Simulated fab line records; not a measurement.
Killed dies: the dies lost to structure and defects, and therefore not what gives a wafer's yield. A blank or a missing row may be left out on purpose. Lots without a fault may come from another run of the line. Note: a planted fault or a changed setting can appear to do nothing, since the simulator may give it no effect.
Chamber matching + flow gf180mcu + 4 sister chambers for GF_STI_ETCH_14 on rie si-01
The step etches Si in HBr/Cl2/O2, target depth 360 nm, time 102.9 s. 8 wafers are shown with their chamber, then 7 later ones without.

== WAFERS WITH THEIR CHAMBER ==
| wafer  | chamber | throttle valve pct (%) | chamber pressure mTorr (mTorr) |
|--------|---------|------------------------|--------------------------------|
| L276.2 | 0       | 25.672                 | 14.991                         |
| L276.4 | 1       | 25.661                 | 15.025                         |
| L278.4 | 0       | 25.666                 | 14.980                         |
| L280.1 | 2       | 25.651                 | 15.014                         |
| L280.3 | 3       | 25.657                 | 15.008                         |
| L280.4 | 1       | 25.657                 | 15.007                         |
| L286.3 | 3       | 25.655                 | 14.987                         |
| L286.4 | 2       | 25.645                 | 15.004                         |

== WAFERS WITH NO CHAMBER GIVEN ==
| wafer  | throttle valve pct (%) | chamber pressure mTorr (mTorr) |
|--------|------------------------|--------------------------------|
| L286.5 | 25.667                 | 14.981                         |
| L287.3 | 25.656                 | 15.001                         |
| L287.4 | 25.659                 | 15.011                         |
| L287.6 | 25.654                 | 14.986                         |
| L293.1 | 25.671                 | 14.997                         |
| L293.2 | 25.655                 | 15.004                         |
| L293.3 | 25.681                 | 14.996                         |

== EACH ONE'S CHAMBER ==
| wafer  | from the rows above          | in truth                   |
|--------|------------------------------|----------------------------|
| L286.5 | 0                            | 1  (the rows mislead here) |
| L287.3 | can't be placed: 3 or 1      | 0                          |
| L287.4 | can't be placed: 1 or 3      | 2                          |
| L287.6 | can't be placed: 3 or 2 or 1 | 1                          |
| L293.1 | 0                            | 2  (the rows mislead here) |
| L293.2 | can't be placed: 3 or 1 or 2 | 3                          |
| L293.3 | 0                            | 0                          |
Correct placement for 1 of the 7. Not placeable from these rows: 4 (in 2, the candidates include the true chamber). Number placed wrongly: 2.
How it was worked out, from the rows above alone: a wafer's distance from a chamber is the root of the sum, over the readings, of the square of ((its reading less the chamber's mean) divided by the reading's scatter). If the next closest chamber is less than 2 further off than the closest, the wafer can't be placed; otherwise it belongs to the closest. Each chamber's mean is taken over the wafers shown for it. The scatter is the square root of a quotient: the sum, over the shown wafers, of each reading's squared deviation from its chamber's mean, divided by wafers minus chambers.
